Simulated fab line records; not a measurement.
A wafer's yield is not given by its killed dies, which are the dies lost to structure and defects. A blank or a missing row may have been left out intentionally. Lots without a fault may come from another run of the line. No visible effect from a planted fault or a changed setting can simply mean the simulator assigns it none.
Split-lot trial -- flow gf180mcu -- 15 wafers read across 5 lots, on a route 602 steps long

## SPLIT DETAILS
At GF_MIM_METAL_ETCH_19 (etches the open film in Cl2/BCl3, stops on Si3N4, target depth 324.5 nm, time 54.1 s), the setting icp-w was moved away from the recipe's 800 W on 5 of the 15 wafers read, by -11.0% to +8.9%. For the rest of the wafers, this setting stayed at what the recipe calls for.

The reading is taken at the split's own step.

## THE READING
NOVOLAK_of_MIM_COAT_14.thk-nm (the simulator's own value, which no gauge read), in nm, at GF_MIM_METAL_ETCH_19 (etches the open film in Cl2/BCl3, stops on Si3N4, target depth 324.5 nm, time 54.1 s). The file gives no usual value for it. Across the 10 wafers here that went through the recipe, the average is 871.3 nm and the standard deviation 2.4 nm.

wafer,"tool, chamber at the split","icp-w as run, W",against the recipe,"NOVOLAK_of_MIM_COAT_14.thk-nm, nm",against lot-mates on the recipe
L079.3,"rie-metal-04, 0",800,recipe,876.2,-
L079.4,"rie-metal-04, 1",800,recipe,870.3,-
L081.1,"rie-metal-01, 1",800,recipe,868.8,-
L081.2,"rie-metal-01, 0",800,recipe,869.2,-
L081.3,"rie-metal-01, 1",760.1,-5.0%,873.6,+4.4
L081.5,"rie-metal-01, 0",800,recipe,869.5,-
L081.6,"rie-metal-01, 1",760.1,-5.0%,875.2,+6.0
L080.3,"rie-metal-01, 1",871.2,+8.9%,863.2,no lot-mate on the recipe
L080.4,"rie-metal-01, 0",871.2,+8.9%,865.3,no lot-mate on the recipe
L082.1,"rie-metal-01, 1",712,-11.0%,882,+12.2
L082.2,"rie-metal-01, 0",800,recipe,868.6,-
L082.5,"rie-metal-01, 0",800,recipe,871,-
L085.3,"rie-metal-02, 1",800,recipe,872.7,-
L085.4,"rie-metal-02, 0",800,recipe,873.2,-
L085.6,"rie-metal-02, 0",800,recipe,873.7,-

THE FIT
A straight line over all 15 wafers: NOVOLAK_of_MIM_COAT_14.thk-nm changes by -0.833 nm for each +1% of icp-w; r = -0.88; the points scatter about the line by 2.3 nm.
The same after taking each lot's own level away (the mean of its wafers on the recipe; 13 wafers): -1.09 nm for each +1%; r = -0.94; scatter 1.4 nm.
Per that fit: largest icp-w move, reading shift of 12 nm.
From 869.17 to 873.25 nm: that is the span of the lots' own levels, equal to 1.7 times the standard deviation above.
Hence the slope depends on the lot-to-lot level, as the two fits are not the same.
Check: +11.5 nm against its lot-mates is what the line predicts for one of the wafers moved furthest among these (-11.0%) when that wafer is left out of the fit. Against them it came out at +12.2 nm.

## THESE WAFERS: OTHER SPLITS
Before the reading, these wafers also passed through other splits. Each is held against what the fit with the lots' levels taken away leaves over:
other split on the same wafers,wafers away from the commonest value,r with NOVOLAK_of_MIM_COAT_14.thk-nm (lot level and that fit taken away)
GF_V4_CVD_00 sih4-flow-sccm,7,-0.04
GF_V4_EXPOSE_11 dose-mj,4,+0.19
GF_V4_ETCH_16 ion-energy-ev,7,+0.71
GF_V4_SPUTTER_22 time-s,6,-0.07
GF_MIM_SPUTTER_08 time-s,0,+0.00

## THE WHOLE CHAIN: every reading that the file lists as answering this split, in the file's order
step,what it does,reading,change (the file's fit),r (the file's)
GF_MIM_METAL_ETCH_19,"etches the open film in Cl2/BCl3, stops on Si3N4, target depth 324.5 nm, time 54.1 s","NOVOLAK_of_MIM_COAT_14.thk-nm (the simulator's own value, which no gauge read)",-1.09 nm for each +1% of the setting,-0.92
GF_MIM_STRIP_20,strips in O2/N2,strip-time-to-endpoint-s,withheld for each +1% of the setting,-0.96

## THE FILE'S OWN FIT
NOVOLAK_of_MIM_COAT_14.thk-nm changes by -1.09 nm for each +1% of icp-w, r = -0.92.
